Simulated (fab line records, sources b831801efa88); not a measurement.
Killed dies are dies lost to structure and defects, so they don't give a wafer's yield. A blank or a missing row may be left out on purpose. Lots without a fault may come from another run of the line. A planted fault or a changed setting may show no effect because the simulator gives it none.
Problem report in the 8D (eight disciplines) form, filled by code | flow gf180mcu | the parts of the form that need people (team, actions taken, sign-off) are left out

1. THE PROBLEM
strip_time_to_endpoint_s at GF_VT_IMPLANT_STRIP_20 reads a mean of 12.11 s on 6 wafers of 2 lots; wafers without a fault read 12.64 s with a standard deviation of 0.037. That is -14 standard deviations from the usual mean.
The step: strips in O2/N2.
First seen on wafer L890.1, day 7 19:43, on plasma_asher-02. The record holds 39 wafers of 13 lots with a number at this step. Rule for "out", or "out of limits": more than 4 standard deviations from the usual mean. The other wafers with a number count as sound.

2. WHAT IT IS AND WHAT IT IS NOT
question                    | is                       | is not
which readings at this step | strip_time_to_endpoint_s | drypump_motor_current_A, heater_power_w
which lots                  | L890, L893               | L884, L885, L887, L888, L898, L899, L902, L903, L905, L906, L907
which wafers of those lots  | all that have a number   | -
read on which tools         | plasma_asher-02          | plasma_asher-01, plasma_asher-03
when                        | from day 7 19:43         | up to then (12 sound wafers); but 21 sound wafers of L898, L899, L902, L903, L905, L906, L907 came after

3. SUSPECTS, AND WHAT RULES EACH OUT
Counting: a tool at a process step up to the reading stays a suspect if it ran every lot that is out and no sound lot after the first of them.
- plasma_asher-02 at GF_NWELL_STRIP_10 (strips in O2/N2): ruled out as a lasting fault. Sound lots L899, L906, L907 ran on it after its first lot that is out, L890 (day 4 16:09).
- litho_track-02 at GF_VT_IMPLANT_COAT_13 (resist thk 1000 nm): ruled out as a lasting fault. Sound lots L902, L906 ran on it after its first lot that is out, L890 (day 7 11:40).
- plasma_asher-02 at GF_VT_IMPLANT_STRIP_20 (strips in O2/N2): ruled out as a lasting fault. Sound lots L898, L902, L906 ran on it after its first lot that is out, L890 (day 7 19:43).
Left after counting: nothing in the record.

4. THE CAUSE (what the simulator had put in)
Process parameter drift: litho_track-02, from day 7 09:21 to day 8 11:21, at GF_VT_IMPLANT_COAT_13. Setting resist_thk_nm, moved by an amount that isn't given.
Counting ruled it out, wrongly: the rule takes a fault to strike every lot that its tool runs from its start on, and this one did not.

5. THE CHAIN OF EFFECTS, in route order
Each row: a reading whose mean over the struck wafers that have a number lies more than 3 standard deviations from the usual. Only readings for which the record gives a usual standard deviation are gone through. hours: the time from each lot's start at the first step in this table that gives one to its start at this step, as a median over the lots. sigmas: the change in usual standard deviations.
hours | step                   | reading                  | usual   | on struck wafers | change | sigmas
0     | GF_VT_IMPLANT_STRIP_20 | strip_time_to_endpoint_s | 12.64 s | 12.11            | -0.53  | -14
The process steps in it:
- GF_VT_IMPLANT_STRIP_20: strips in O2/N2.

6. WHAT WOULD HAVE CAUGHT IT SOONER
In this record the first reading out of limits was taken at day 7 19:43, 10 hours after the fault began at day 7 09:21.
